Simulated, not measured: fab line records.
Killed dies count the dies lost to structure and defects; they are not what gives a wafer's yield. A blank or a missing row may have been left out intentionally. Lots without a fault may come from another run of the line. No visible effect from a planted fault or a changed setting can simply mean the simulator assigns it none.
The tool behind it: which one? -- flow sky130 -- 10 lots, 30 wafers sampled, at 6 steps of a route of 708

== WHAT THE GAUGES SHOWED, per wafer ==
SKY_GATE_OXIDE_THK_MEAS_02.
lot,measured,on,GATE_OXIDE_OXIDATION_00_THK (nm)
L773,day 12 22:25,filmMetro-03,10.33 10.27 10.16
L776,day 13 19:11,filmMetro-04,9.55 9.61 9.64
L777,day 14 03:23,filmMetro-04,10.25 10.25 10.22
L779,day 14 17:03,filmMetro-02,10.11 10.01 9.91
L780,day 15 01:42,filmMetro-03,9.93 10.07 10.11
L782,day 15 15:58,filmMetro-03,10.25 10.39 10.52
L788,day 17 19:02,filmMetro-03,10.44 10.38 10.20
L792,day 19 06:09,filmMetro-04,10.31 10.19 10.29
L795,day 20 06:13,filmMetro-03,10.41 10.45 10.64
L796,day 21 12:19,filmMetro-04,10.35 10.33 10.40

SKY_POLY_GATE_CD_MEAS_13 targets a cd of 150 nm.
lot,measured,on,cdNm (nm)
L773,day 16 10:26,cdSem-02,149.8 149.9 149.2
L776,day 17 11:27,cdSem-01,152.7 151.8 152.9
L777,day 17 20:26,cdSem-01,148.3 148.9 149.6
L779,day 18 13:10,cdSem-02,149.1 148.8 150.3
L780,day 18 22:40,cdSem-02,149.4 149.0 148.0
L782,day 19 14:36,cdSem-01,149.5 147.9 147.8
L788,day 21 18:27,cdSem-02,150.0 151.4 151.0
L792,day 23 07:12,cdSem-01,152.1 152.2 152.4
L795,day 24 07:22,cdSem-02,151.3 150.6 151.1
L796,day 25 10:48,cdSem-02,151.7 150.8 150.8

SKY_CAP2M_RS_MEAS_03: measurement is done with a four-point probe.
lot,measured,on,CAP2M_TIN_RS (ohm/sq)
L773,day 39 17:30,filmMetro-03,6.88 7.06 7.05
L776,day 40 12:54,filmMetro-03,6.90 6.78 6.95
L777,day 40 20:37,filmMetro-01,6.98 7.02 7.06
L779,day 41 10:32,filmMetro-03,6.84 7.00 6.81
L780,day 41 20:38,filmMetro-03,7.08 6.99 7.11
L782,day 42 06:31,filmMetro-03,7.00 7.14 6.96
L788,day 43 20:34,filmMetro-03,11.02 6.93 7.07
L792,day 44 23:44,filmMetro-03,10.86 6.82 6.91
L795,day 45 17:19,filmMetro-03,6.79 6.99 6.84
L796,day 46 22:39,filmMetro-01,6.91 7.06 6.94

SKY_CAP2M_THK_MEAS_04: measures by xrf.
lot,measured,on,CAP2M_TIN_THK (nm)
L773,day 39 17:36,filmMetro-03,199.1 194.0 194.1
L776,day 40 13:01,filmMetro-03,199.8 202.7 197.8
L777,day 40 20:44,filmMetro-01,198.8 197.1 196.2
L779,day 41 10:38,filmMetro-03,200.8 196.8 201.3
L780,day 41 20:44,filmMetro-03,194.7 197.6 194.5
L782,day 42 06:38,filmMetro-03,197.1 193.2 197.8
L788,day 43 20:41,filmMetro-03,126.7 199.0 195.1
L792,day 44 23:52,filmMetro-03,128.0 201.8 200.3
L795,day 45 17:26,filmMetro-03,202.8 197.2 201.1
L796,day 46 22:46,filmMetro-01,199.6 194.8 199.1

== WHICH TOOL RAN EACH LOT (tool, then ch and the chambers of the sampled wafers, then the start) ==
lot,SKY_POLY_GATE_ETCH_15,SKY_CAP2M_SPUTTER_02
L773,"rieDiel-03 ch 2,3, day 16 10:32","pvdSputter-03, day 39 17:21"
L776,"rieDiel-04 ch 0,1,3, day 17 11:36","pvdSputter-03, day 40 12:47"
L777,"rieDiel-03 ch 0,3, day 17 20:35","pvdSputter-03, day 40 20:30"
L779,"rieDiel-04 ch 0,1,2, day 18 13:17","pvdSputter-02, day 41 10:24"
L780,"rieDiel-03 ch 0,1,3, day 18 22:47","pvdSputter-01, day 41 20:30"
L782,"rieDiel-04 ch 0,3, day 19 14:45","pvdSputter-02, day 42 06:24"
L788,"rieDiel-03 ch 0,2,3, day 21 18:36","pvdSputter-03, day 43 20:27"
L792,"rieDiel-03 ch 1,2,3, day 23 07:21","pvdSputter-03, day 44 23:38"
L795,"rieDiel-01 ch 1,2, day 24 07:30","pvdSputter-01, day 45 17:11"
L796,"rieDiel-01 ch 0,1,2, day 25 10:57","pvdSputter-01, day 46 22:33"
- SKY_POLY_GATE_ETCH_15: etches BARC in N2/H2, stops on SiO2, time 118.5 s, target depth 110 nm.
- SKY_CAP2M_SPUTTER_02: material TiN, target thk 200 nm, time 166.7 s.

== AS READ BY THE TOOLS THEMSELVES (means over the sampled wafers that have a number; for cases with no such wafer, the mark the record gives instead) ==
SKY_POLY_GATE_ETCH_15.
lot,tool,chamberPressureMTorr (mTorr),drypumpMotorCurrentA (A),oesProductAu (a.u.),throttleValvePct (%)
L773,rieDiel-03,29.999,6.0,0.716,13.213
L776,rieDiel-04,29.982,5.3,0.712,13.210
L777,rieDiel-03,30.028,6.3,0.719,13.218
L779,rieDiel-04,29.992,5.2,0.716,13.211
L780,rieDiel-03,30.015,5.9,0.716,13.213
L782,rieDiel-04,30.021,5.5,0.717,13.214
L788,rieDiel-03,29.983,6.0,0.720,13.215
L792,rieDiel-03,30.005,5.6,0.713,13.205
L795,rieDiel-01,29.979,5.9,0.718,13.220
L796,rieDiel-01,29.998,5.8,0.713,13.214

SKY_CAP2M_SPUTTER_02.
lot,tool,throttleValvePct (%)
L773,pvdSputter-03,30.2
L776,pvdSputter-03,30.2
L777,pvdSputter-03,29.9
L779,pvdSputter-02,29.1
L780,pvdSputter-01,30.3
L782,pvdSputter-02,29.4
L788,pvdSputter-03,30.2
L792,pvdSputter-03,30.2
L795,pvdSputter-01,30.6
L796,pvdSputter-01,30.6

== THE ANSWER, worked out from the rows above alone ==
Rule: the usual values come from the lots themselves. Put in order of their means at a reading, lots are off if they are a third of the lots or fewer, leave a main group of 4 or more, and stand apart from it by a gap of 3 or more times the standard deviation of the main group's means; of several such gaps the widest counts. A main group whose means are all the same, to the digits that the tables above print for the reading, isn't used. A lot without any number at a reading at which 4 lots or more have one is off too. All remaining lots with rows at the step are treated as sound. The gauges are gone through in route order, then the tools' own readings, and for those a lot's mean is taken as printed above. The first step at which some lot is off is used, and at that step the reading that is off furthest; a lot without a number counts as furthest.
Off: L788, L792, at SKY_CAP2M_RS_MEAS_03 (CAP2M_TIN_RS). The main group: mean 6.96 ohm/sq, standard deviation 0.071.
A tool fits if, at a process step before that reading, it ran every lot that is off, and no sound lot after the first of them. Those tools and the gauges at SKY_CAP2M_RS_MEAS_03 are tried in the same way. Can't be told from this: 2 tools fit, rieDiel-03 at SKY_POLY_GATE_ETCH_15, pvdSputter-03 at SKY_CAP2M_SPUTTER_02.

== WHAT THE SIMULATOR PUT IN ==
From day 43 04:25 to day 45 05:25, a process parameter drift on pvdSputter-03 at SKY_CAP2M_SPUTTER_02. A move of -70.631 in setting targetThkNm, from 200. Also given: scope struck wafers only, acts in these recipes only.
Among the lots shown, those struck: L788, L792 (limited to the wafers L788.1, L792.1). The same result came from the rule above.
